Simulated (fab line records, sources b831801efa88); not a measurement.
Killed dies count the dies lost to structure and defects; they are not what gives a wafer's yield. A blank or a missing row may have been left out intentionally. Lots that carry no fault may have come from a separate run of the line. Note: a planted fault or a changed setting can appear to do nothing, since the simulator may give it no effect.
fab line records | flow sky130
record: lots: 14 | wafers: 42 | last_day: 50
route steps=708 shown POLY_GATE@231 LDD_P@263 LDD_HVN@271 LDD_HVP@288 PAD_OPEN@708
lots with no fault: from the same line, run without faults
start_h: hours from the record's first day to the start of the lot's first wafer shown | wait_h: time in hours since the lot's previous step | " unchanged from the row above | L1.1+2: a row that stands for several wafers | - value missing, or start not given | * or withheld: withheld | < > ~ a bound
route shown NAME@n: names a module that has steps shown in the file, with the first one's number in the route | usual: the fault-free wafers' mean and standard deviation | same: alike in all rows | chamber/n: place in a boat | sites: per-site readings | _std_site: the values' standard deviation | _edge_site: mean of outer sites minus mean of inner sites | radius_mm: how far each site lies from the wafer's centre | mask NAME#n: copy n | behind: the most recent tool/chamber to have shaped the wafer | hold: cause of the lot's hold/its duration in hours/its outcome | device: transistor that didn't switch, given as n, p or np | end of line: tests run on the same wafers once the route is complete | where a step has no rows: the recipe by itself | killed: dies that structure and defects cost at the first sort, which is not the same as the wafer's yield | map: a wafer's dies, x killed, . not, _ none there
set.NAME: setting as actually run; set.NAME@STEP: the setting as run at that earlier step | model.NAME: the simulator's own value behind a step, which no gauge read
route steps across a sampled set of lots; one table per step, one row per wafer
services: the hour from which a tool's chamber was out of use, counted from the record's first day as start_h (under 0 if before that day), plus the number of hours and why
== steps ==
step: SKY_POLY_GATE_ETCH_17
recipe: target_depth_nm: 180 | stop_on: SiO2 | over_etch_frac: 0.56667 | chemistry: HBr/Cl2 | target: poly-Si | icp_w: 400 | bias_w: 100 | pressure_mtorr: 10 | HBr_flow_sccm: 150 | Cl2_flow_sccm: 50 | time_s: 70.5
usual: bias_w: 100.03/0.26 | drypump_motor_current_A: 6.0/0.55 | oes_product_au: 0.987/0.0071 | throttle_valve_pct: 33.685/0.0093
same: over_etch_frac: 0.56667
lot.wafer | tool      | chamber | start_h | wait_h | bias_w | drypump_motor_current_A | oes_product_au | rf_hours_counter_h | throttle_valve_pct
L177.4    | rie_si-01 | 1       | 375.95  | 0.0    | 100.00 | 5.9                     | 0.985          | 2                  | 33.684
L177.5    | "         | 3       | "       | "      | 100.42 | 6.2                     | 0.988          | -                  | 33.696
L177.6    | "         | 2       | "       | "      | 99.92  | 6.8                     | 1.004          | -                  | 33.685
L178.1    | rie_si-02 | 1       | 385.10  | 0.0    | 100.26 | 5.8                     | 0.973          | 5                  | 33.694
L178.2    | "         | 2       | "       | "      | 99.88  | 5.4                     | 0.983          | 1                  | 33.698
L178.6    | "         | 1       | "       | "      | 99.99  | 5.7                     | 0.983          | -                  | 33.693
L179.1    | rie_si-01 | 1       | 404.30  | 0.0    | 100.34 | 5.8                     | 0.980          | 2                  | 33.675
L179.4    | "         | 3       | "       | "      | 100.19 | 6.2                     | 0.985          | 4                  | 33.682
L179.6    | "         | 1       | "       | "      | 100.02 | 5.8                     | 0.982          | -                  | 33.687
L180.3    | rie_si-01 | 3       | 413.49  | 0.0    | 100.24 | 6.1                     | 0.984          | 4                  | 33.679
L180.5    | "         | 2       | "       | "      | 99.70  | 6.8                     | 0.984          | -                  | 33.671
L180.6    | "         | 3       | "       | "      | 99.76  | 6.1                     | 0.983          | -                  | 33.687
L181.1    | rie_si-02 | 0       | 422.54  | 0.0    | 100.15 | 6.3                     | 0.989          | 35                 | 33.682
L181.4    | "         | 3       | "       | "      | 99.95  | 6.8                     | 0.987          | 4                  | 33.698
L181.6    | "         | 3       | "       | "      | 99.78  | 6.8                     | 0.984          | -                  | 33.701
L182.1    | rie_si-02 | 0       | 430.32  | 0.0    | 100.24 | 6.3                     | 0.985          | 35                 | 33.681
L182.2    | "         | 2       | "       | "      | 99.93  | 5.4                     | 0.986          | 2                  | 33.688
L182.6    | "         | 2       | "       | "      | 100.25 | 5.4                     | 0.987          | -                  | 33.695
L183.1    | rie_si-02 | 2       | 443.24  | 0.0    | 99.86  | 5.4                     | 0.992          | 2                  | 33.692
L183.2    | "         | 1       | "       | "      | 99.53  | 5.8                     | 0.994          | 6                  | 33.679
L183.4    | "         | 0       | "       | "      | 99.80  | 6.3                     | 0.995          | 35                 | 33.687
L184.2    | rie_si-01 | 2       | 453.89  | 0.0    | 99.66  | 6.8                     | 0.984          | 3                  | 33.705
L184.3    | "         | 1       | "       | "      | 99.84  | 5.9                     | 0.978          | 3                  | 33.693
L184.6    | "         | 0       | "       | "      | 100.37 | 5.2                     | 0.976          | -                  | 33.679
L186.1    | rie_si-01 | 1       | 464.40  | 0.0    | 99.92  | 5.8                     | 0.974          | 3                  | 33.685
L186.3    | "         | 2       | "       | "      | 99.69  | 6.9                     | 0.998          | 3                  | 33.683
L186.5    | "         | 2       | "       | "      | 99.60  | 6.8                     | 0.990          | -                  | 33.686
L188.1    | rie_si-02 | 1       | 490.45  | 0.0    | 100.05 | 5.8                     | 0.996          | 6                  | 33.690
L188.4    | "         | 3       | "       | "      | 100.07 | 6.8                     | 0.993          | 5                  | 33.682
L188.6    | "         | 0       | "       | "      | 99.76  | 6.3                     | 0.992          | -                  | 33.680
L190.1    | rie_si-01 | 0       | 505.32  | 0.0    | 99.88  | 5.2                     | 0.986          | 6                  | 33.674
L190.2    | "         | 3       | "       | "      | 99.77  | 6.2                     | 0.986          | 5                  | 33.675
L190.3    | "         | 2       | "       | "      | 100.43 | 6.8                     | 0.995          | 3                  | 33.689
L193.2    | rie_si-01 | 2       | 529.85  | 0.0    | 100.11 | 6.9                     | 0.991          | 3                  | 33.680
L193.4    | "         | 1       | "       | "      | 100.78 | 5.9                     | 0.985          | 3                  | 33.665
L193.6    | "         | 3       | "       | "      | 100.29 | 6.2                     | 0.990          | -                  | 33.687
L194.4    | rie_si-02 | 0       | 540.02  | 0.0    | 100.01 | 6.3                     | 0.997          | 36                 | 33.686
L194.5    | "         | 3       | "       | "      | 100.18 | 6.8                     | 0.987          | -                  | 33.694
L194.6    | "         | 2       | "       | "      | 99.88  | 5.4                     | 0.997          | -                  | 33.686
L198.2    | rie_si-02 | 2       | 569.30  | 0.0    | 99.64  | 5.4                     | 0.986          | 3                  | 33.671
L198.3    | "         | 1       | "       | "      | 100.25 | 5.7                     | 0.978          | 6                  | 33.693
L198.4    | "         | 3       | "       | "      | 99.46  | 6.7                     | 0.975          | 5                  | 33.685
step: SKY_LDD_P_OVL_MEAS_08
usual: LDD_P_OVL: -0.3/1.4
lot.wafer | tool       | chamber | start_h | wait_h | LDD_P_OVL[nm]
L177.4    | overlay-02 | -       | 439.45  | 0.1    | -0.2
L177.5    | "          | -       | "       | "      | 0.0
L177.6    | "          | -       | "       | "      | -2.7
L178.1    | overlay-01 | -       | 449.25  | 0.1    | 0.5
L178.2    | "          | -       | "       | "      | 2.5
L178.6    | "          | -       | "       | "      | 1.5
L179.1    | overlay-01 | -       | 469.68  | 0.1    | 0.6
L179.4    | "          | -       | "       | "      | -1.8
L179.6    | "          | -       | "       | "      | -0.3
L180.3    | overlay-01 | -       | 479.94  | 0.1    | 0.1
L180.5    | "          | -       | "       | "      | 1.5
L180.6    | "          | -       | "       | "      | 1.4
L181.1    | overlay-01 | -       | 487.82  | 0.1    | 1.2
L181.4    | "          | -       | "       | "      | 1.4
L181.6    | "          | -       | "       | "      | -0.5
L182.1    | overlay-02 | -       | 500.20  | 0.1    | -1.4
L182.2    | "          | -       | "       | "      | -2.7
L182.6    | "          | -       | "       | "      | -0.8
L183.1    | overlay-02 | -       | 509.40  | 0.1    | -1.5
L183.2    | "          | -       | "       | "      | -1.2
L183.4    | "          | -       | "       | "      | -1.7
L184.2    | overlay-01 | -       | 520.83  | 0.1    | 0.1
L184.3    | "          | -       | "       | "      | 0.6
L184.6    | "          | -       | "       | "      | 2.9
L186.1    | overlay-02 | -       | 530.00  | 0.1    | -0.2
L186.3    | "          | -       | "       | "      | 1.1
L186.5    | "          | -       | "       | "      | 0.8
L188.1    | overlay-01 | -       | 556.23  | 0.1    | 0.3
L188.4    | "          | -       | "       | "      | 0.7
L188.6    | "          | -       | "       | "      | 0.4
L190.1    | overlay-01 | -       | 570.48  | 0.1    | -1.2
L190.2    | "          | -       | "       | "      | 0.3
L190.3    | "          | -       | "       | "      | -0.8
L193.2    | overlay-01 | -       | 596.13  | 0.1    | 0.3
L193.4    | "          | -       | "       | "      | -1.6
L193.6    | "          | -       | "       | "      | -0.6
L194.4    | overlay-02 | -       | 604.62  | 0.1    | -0.2
L194.5    | "          | -       | "       | "      | 0.2
L194.6    | "          | -       | "       | "      | -2.3
L198.2    | overlay-02 | -       | 631.36  | 0.1    | -2.6
L198.3    | "          | -       | "       | "      | -1.4
L198.4    | "          | -       | "       | "      | -2.0
step: SKY_LDD_HVN_EXPOSE_04
recipe: mask_id: HVNTM | na: 0.6 | source_shape: conventional | sigma_outer: 0.6 | polarization: unpolarized | target_cd_nm: 700 | dose_mj: 127
lot.wafer  | tool             | chamber | start_h | wait_h | mask
L177.4+5+6 | iline_stepper-01 | 0       | 455.96  | -      | HVNTM#0
L178.1+2+6 | iline_stepper-01 | 0       | 466.30  | -      | HVNTM#0
L179.1+4+6 | iline_stepper-01 | 0       | 485.58  | -      | HVNTM#0
L180.3+5+6 | iline_stepper-02 | 0       | 496.46  | -      | HVNTM#0
L181.1+4+6 | iline_stepper-02 | 0       | 503.96  | -      | HVNTM#0
L182.1+2+6 | iline_stepper-01 | 0       | 516.22  | -      | HVNTM#0
L183.1+2+4 | iline_stepper-01 | 0       | 525.91  | -      | HVNTM#0
L184.2+3+6 | iline_stepper-02 | 0       | 537.09  | -      | HVNTM#0
L186.1+3+5 | iline_stepper-01 | 0       | 545.36  | -      | HVNTM#0
L188.1+4+6 | iline_stepper-02 | 0       | 571.50  | -      | HVNTM#0
L190.1+2+3 | iline_stepper-02 | 0       | 586.11  | -      | HVNTM#0
L193.2+4+6 | iline_stepper-02 | 0       | 611.29  | -      | HVNTM#0
L194.4+5+6 | iline_stepper-02 | 0       | 620.04  | -      | HVNTM#0
L198.2+3+4 | iline_stepper-02 | 0       | 646.76  | -      | HVNTM#0
step: SKY_LDD_HVN_OVL_MEAS_07
usual: LDD_HVN_OVL: 0.2/1.3
lot.wafer | tool       | chamber | start_h | wait_h | hold                     | LDD_HVN_OVL[nm]
L177.4    | overlay-02 | -       | 471.18  | 0.1    | -                        | -0.4
L177.5    | "          | -       | "       | "      | -                        | -1.2
L177.6    | "          | -       | "       | "      | -                        | -1.3
L178.1    | overlay-02 | -       | 481.56  | 0.1    | -                        | -1.6
L178.2    | "          | -       | "       | "      | -                        | -1.9
L178.6    | "          | -       | "       | "      | -                        | -0.1
L179.1    | overlay-01 | -       | 501.15  | 0.1    | await_dispo/0.2h/release | -74.5
L179.4    | "          | -       | "       | "      | await_dispo/0.2h/release | -73.8
L179.6    | "          | -       | "       | "      | await_dispo/0.2h/release | -74.7
L179.1    | overlay-01 | -       | 501.35  | 0.2    | -                        | -75.2
L179.4    | "          | -       | "       | "      | -                        | -75.0
L179.6    | "          | -       | "       | "      | -                        | -75.5
L180.3    | overlay-01 | -       | 511.54  | 0.1    | -                        | -0.9
L180.5    | "          | -       | "       | "      | -                        | -1.3
L180.6    | "          | -       | "       | "      | -                        | -0.5
L181.1    | overlay-02 | -       | 519.75  | 0.1    | -                        | -0.6
L181.4    | "          | -       | "       | "      | -                        | -1.4
L181.6    | "          | -       | "       | "      | -                        | -0.5
L182.1    | overlay-01 | -       | 532.05  | 0.1    | await_dispo/0.2h/release | -74.3
L182.2    | "          | -       | "       | "      | await_dispo/0.2h/release | -74.0
L182.6    | "          | -       | "       | "      | await_dispo/0.2h/release | -75.1
L182.1    | overlay-01 | -       | 532.25  | 0.2    | -                        | -75.7
L182.2    | "          | -       | "       | "      | -                        | -75.3
L182.6    | "          | -       | "       | "      | -                        | -76.5
L183.1    | overlay-02 | -       | 541.00  | 0.1    | await_dispo/0.2h/release | -75.6
L183.2    | "          | -       | "       | "      | await_dispo/0.2h/release | -74.5
L183.4    | "          | -       | "       | "      | await_dispo/0.2h/release | -73.3
L183.1    | overlay-02 | -       | 541.20  | 0.2    | -                        | -76.7
L183.2    | "          | -       | "       | "      | -                        | -75.3
L183.4    | "          | -       | "       | "      | -                        | -74.7
L184.2    | overlay-01 | -       | 552.09  | 0.1    | -                        | 2.6
L184.3    | "          | -       | "       | "      | -                        | 0.5
L184.6    | "          | -       | "       | "      | -                        | -1.2
L186.1    | overlay-02 | -       | 560.56  | 0.1    | await_dispo/0.2h/release | -75.1
L186.3    | "          | -       | "       | "      | await_dispo/0.2h/release | -75.5
L186.5    | "          | -       | "       | "      | await_dispo/0.2h/release | -75.9
L186.1    | overlay-02 | -       | 560.81  | 0.2    | -                        | -76.5
L186.3    | "          | -       | "       | "      | -                        | -76.1
L186.5    | "          | -       | "       | "      | -                        | -77.4
L188.1    | overlay-02 | -       | 586.50  | 0.1    | -                        | 0.9
L188.4    | "          | -       | "       | "      | -                        | 1.6
L188.6    | "          | -       | "       | "      | -                        | 0.6
L190.1    | overlay-02 | -       | 600.28  | 0.1    | -                        | 0.3
L190.2    | "          | -       | "       | "      | -                        | 1.6
L190.3    | "          | -       | "       | "      | -                        | 1.0
L193.2    | overlay-02 | -       | 626.34  | 0.1    | -                        | 0.4
L193.4    | "          | -       | "       | "      | -                        | 0.4
L193.6    | "          | -       | "       | "      | -                        | 0.8
L194.4    | overlay-01 | -       | 634.05  | 0.1    | -                        | 2.1
L194.5    | "          | -       | "       | "      | -                        | 0.5
L194.6    | "          | -       | "       | "      | -                        | 0.9
L198.2    | overlay-01 | -       | 661.04  | 0.1    | -                        | -0.1
L198.3    | "          | -       | "       | "      | -                        | 1.4
L198.4    | "          | -       | "       | "      | -                        | 2.0
step: SKY_LDD_HVP_TW_MEAS_10
usual: LDD_HVP_TW: 456.8/2.4
lot.wafer | tool          | chamber | start_h | wait_h | LDD_HVP_TW
L177.4    | film_metro-03 | -       | 503.02  | 0.1    | 456.9
L177.5    | "             | -       | "       | "      | 457.0
L177.6    | "             | -       | "       | "      | 454.3
L178.1    | film_metro-04 | -       | 513.37  | 0.1    | 455.6
L178.2    | "             | -       | "       | "      | 457.7
L178.6    | "             | -       | "       | "      | 453.4
L180.3    | film_metro-03 | -       | 543.51  | 0.1    | 453.2
L180.5    | "             | -       | "       | "      | 454.3
L180.6    | "             | -       | "       | "      | 455.3
L181.1    | film_metro-02 | -       | 551.25  | 0.1    | 456.2
L181.4    | "             | -       | "       | "      | 457.9
L181.6    | "             | -       | "       | "      | 459.8
L184.2    | film_metro-02 | -       | 583.45  | 0.1    | 458.1
L184.3    | "             | -       | "       | "      | 454.9
L184.6    | "             | -       | "       | "      | 456.6
L188.1    | film_metro-02 | -       | 616.84  | 0.1    | 456.8
L188.4    | "             | -       | "       | "      | 458.2
L188.6    | "             | -       | "       | "      | 454.8
L190.1    | film_metro-04 | -       | 630.44  | 0.1    | 456.0
L190.2    | "             | -       | "       | "      | 456.7
L190.3    | "             | -       | "       | "      | 456.4
L193.2    | film_metro-04 | -       | 655.94  | 0.1    | 461.3
L193.4    | "             | -       | "       | "      | 457.6
L193.6    | "             | -       | "       | "      | 461.3
L194.4    | film_metro-04 | -       | 663.85  | 0.1    | 458.8
L194.5    | "             | -       | "       | "      | 462.6
L194.6    | "             | -       | "       | "      | 459.6
L198.2    | film_metro-02 | -       | 690.15  | 0.1    | 453.2
L198.3    | "             | -       | "       | "      | 453.8
L198.4    | "             | -       | "       | "      | 453.7
step: SKY_PAD_OPEN_PROBE_99
usual: defect_limited_yield: 82.7/1.9 | killed_at_M0_to_M3: 43/7.1 | killed_at_M4_up: 3.2/1.9 | killed_at_contacts: 23/5.1 | killed_at_front_end: 15/4.5 | killed_at_other: 0.4/0.65 | killed_dies: 85/9.4 | killed_open: 47/6.8 | killed_short: 38/6.1 | sort_bin_3_pad_short: 0.8/0.38 | sort_bin_5_function: 10.3/1.5 | sort_bin_6_memory: 6.2/1.1 | sort_n_pass: 407/9.4 | sort_yield_pct: 82.7/1.9
same: gross_dies: 492 | killed_at_back_side: 0 | sort_bin_4_leakage[%]: 0 | sort_bin_8_speed[%]: 0
lot.wafer | tool      | chamber | start_h | wait_h | defect_limited_yield[%] | killed_at_M0_to_M3 | killed_at_M4_up | killed_at_contacts | killed_at_front_end | killed_at_other | killed_dies | killed_open | killed_short | sort_bin_3_pad_short[%] | sort_bin_5_function[%] | sort_bin_6_memory[%] | sort_n_pass | sort_yield_pct[%]
L190.1    | prober-01 | -       | 1171.47 | 0.1    | 81.5                    | 40                 | 7               | 29                 | 14                  | 1               | 91          | 57          | 33           | 0.8                     | 10.4                   | 7.3                  | 401         | 81.5
L190.2    | prober-01 | -       | 1171.52 | 0.1    | 82.7                    | 55                 | 0               | 22                 | 7                   | 1               | 85          | 48          | 37           | 0.6                     | 11.4                   | 5.3                  | 407         | 82.7
L190.3    | prober-01 | -       | 1171.57 | 0.2    | 85.8                    | 39                 | 4               | 15                 | 12                  | 0               | 70          | 38          | 32           | 1.2                     | 7.7                    | 5.3                  | 422         | 85.8
L193.2    | prober-01 | -       | 1184.34 | 0.1    | 83.1                    | 50                 | 5               | 20                 | 7                   | 1               | 83          | 45          | 37           | 1.0                     | 9.8                    | 6.1                  | 409         | 83.1
L193.4    | prober-01 | -       | 1184.44 | 0.2    | 83.7                    | 42                 | 2               | 23                 | 11                  | 2               | 80          | 42          | 36           | 0.4                     | 10.4                   | 5.5                  | 412         | 83.7
L193.6    | prober-01 | -       | 1184.54 | 0.2    | 77.8                    | 58                 | 1               | 38                 | 12                  | 0               | 109         | 56          | 53           | 1.0                     | 13.8                   | 7.3                  | 383         | 77.8
killed by level:class
L190.1 CONTACT:geometric_particle:open=14 VIA1:geometric_particle:open=9 VIA2:geometric_particle:open=8 LI_CONTACT:geometric_particle:open=7 VIA3:geometric_particle:open=6 FIELD_ISO:geometric_particle:open=5 LI_CONTACT:geometric_particle:short=5 METAL4:geometric_particle:short=5
L190.2 VIA2:geometric_particle:open=10 VIA1:geometric_particle:open=9 LI_CONTACT:geometric_particle:open=8 VIA3:geometric_particle:open=6 VIA1:geometric_particle:short=6 METAL3:geometric_particle:short=5 VIA2:geometric_particle:short=5 CONTACT:geometric_particle:open=5
L190.3 VIA1:geometric_particle:open=12 VIA3:geometric_particle:open=9 FIELD_ISO:geometric_particle:short=6 CONTACT:geometric_particle:open=5 LOCAL_INTERCONNECT:geometric_particle:short=4 CONTACT:geometric_particle:short=4 VIA1:geometric_particle:short=3 METAL2:geometric_particle:short=3
L193.2 VIA1:geometric_particle:open=11 METAL1:geometric_particle:short=9 LI_CONTACT:geometric_particle:open=7 VIA3:geometric_particle:open=6 VIA1:geometric_particle:short=4 CONTACT:geometric_particle:open=4 VIA2:geometric_particle:open=4 METAL2:geometric_particle:short=4
L193.4 LI_CONTACT:geometric_particle:open=7 VIA1:geometric_particle:open=7 METAL2:geometric_particle:short=7 CONTACT:geometric_particle:open=6 FIELD_ISO:geometric_particle:open=5 METAL1:geometric_particle:open=5 VIA1:geometric_particle:short=4 LI_CONTACT:geometric_particle:short=4
L193.6 CONTACT:geometric_particle:open=16 VIA1:geometric_particle:open=12 METAL2:geometric_particle:short=9 VIA1:geometric_particle:short=9 VIA2:geometric_particle:open=9 LI_CONTACT:geometric_particle:open=8 VIA3:geometric_particle:open=6 CONTACT:geometric_particle:short=6
== services ==
tool             | chamber | start_h | hours | kind
iline_stepper-01 | -       | 376.72  | 2.1   | repair
rie_si-01        | 3       | 424.07  | 1.1   | repair
iline_stepper-01 | -       | 428.27  | 1.7   | pm
iline_stepper-02 | 0       | 447.41  | -     | calibration
rie_si-01        | 0       | 460.67  | 4.6   | repair
rie_si-01        | -       | 475.09  | 2.8   | pm
rie_si-01        | 2       | 478.51  | 4.1   | repair
rie_si-01        | 2       | 484.57  | 6.3   | repair
rie_si-02        | 2       | 494.16  | 4.6   | repair
iline_stepper-02 | -       | 511.27  | 3.3   | repair
rie_si-02        | 1       | 529.99  | 2.4   | repair
iline_stepper-02 | -       | 533.89  | 1.7   | pm
iline_stepper-01 | 0       | 543.95  | -     | calibration
rie_si-01        | 2       | 547.59  | 10.9  | repair
rie_si-02        | 2       | 552.04  | 1.0   | repair
rie_si-01        | 1       | 583.17  | 1.4   | repair
rie_si-02        | 0       | 583.99  | -     | clean
rie_si-02        | 0       | 583.99  | 19.8  | scheduled_down
rie_si-02        | 0       | 583.99  | 19.8  | vent_cycle
iline_stepper-01 | -       | 593.17  | -     | calibration
iline_stepper-01 | -       | 646.45  | 1.7   | pm
== key ==
first_sign: step: SKY_LDD_HVN_OVL_MEAS_07 | reading: visit | direction: added
effect: step: SKY_LDD_HVN_OVL_MEAS_07 | reading: LDD_HVN_OVL | direction: down | sigmas: 59 | usual: 0.2 | struck: -74.7
met_at SKY_LDD_HVN_EXPOSE_04
struck_lots L179,L182,L183,L186
scrapped_behind SKY_LDD_HVN_OVL_MEAS_07 L179.1,L179.4,L179.6,L182.1,L182.2,L182.6,L183.1,L183.2,L183.4,L186.1,L186.3,L186.5
not_acting_at SKY_POLY_GATE_ETCH_17,SKY_LDD_P_OVL_MEAS_08,SKY_LDD_HVP_TW_MEAS_10
onset_between 466.30 485.58
fault: kind: scanner_matching_overlay | tool: iline_stepper-01 | chamber: - | onset_h: 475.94 | steps: SKY_LDD_HVN_EXPOSE_04 | offset: -75.042
